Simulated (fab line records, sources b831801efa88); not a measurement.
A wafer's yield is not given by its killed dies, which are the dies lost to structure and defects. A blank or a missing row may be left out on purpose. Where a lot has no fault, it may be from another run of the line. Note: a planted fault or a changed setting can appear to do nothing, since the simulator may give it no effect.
Chamber matching ; flow gf180mcu ; pecvd-03 running GF_MIM_CVD_05: 3 sister chambers
The step deposits Si3N4, target thk 42 nm, time 29.086 s. 6 wafers are shown with their chamber, then 8 later ones without.

== WAFERS, EACH WITH ITS CHAMBER ==
wafer;chamber;heaterPowerW (W)
L087.1;0;762
L087.3;2;554
L087.4;1;664
L087.5;0;771
L087.6;2;573
L089.1;1;653

== WAFERS WITH NO CHAMBER GIVEN ==
wafer;heaterPowerW (W)
L089.2;685
L089.3;558
L090.1;674
L090.4;688
L090.6;666
L094.2;612
L094.3;591
L094.4;639

== THE CHAMBER EACH PASSED THROUGH ==
wafer;from the rows above;in truth
L089.2;1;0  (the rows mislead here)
L089.3;2;2
L090.1;1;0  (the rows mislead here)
L090.4;1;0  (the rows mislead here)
L090.6;1;1
L094.2;can't be placed: 1 or 2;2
L094.3;2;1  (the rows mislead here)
L094.4;1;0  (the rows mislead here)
Correctly placed: 2 of 8. From these rows, 1 cannot be placed; in 1 the true chamber is one of the candidates. 5 placed wrongly.
How it was worked out, from the rows above alone: a wafer's distance from a chamber is the root of the sum, over the readings, of the square of ((its reading less the chamber's mean) divided by the reading's scatter). The wafer belongs to the nearest chamber; if the next one is less than 2 further off, it can't be placed. For every chamber, the mean is computed from those of its wafers that are shown. The scatter: the root of (the sum of the squares of (reading less its chamber's mean) over the shown wafers, divided by (wafers less chambers)).
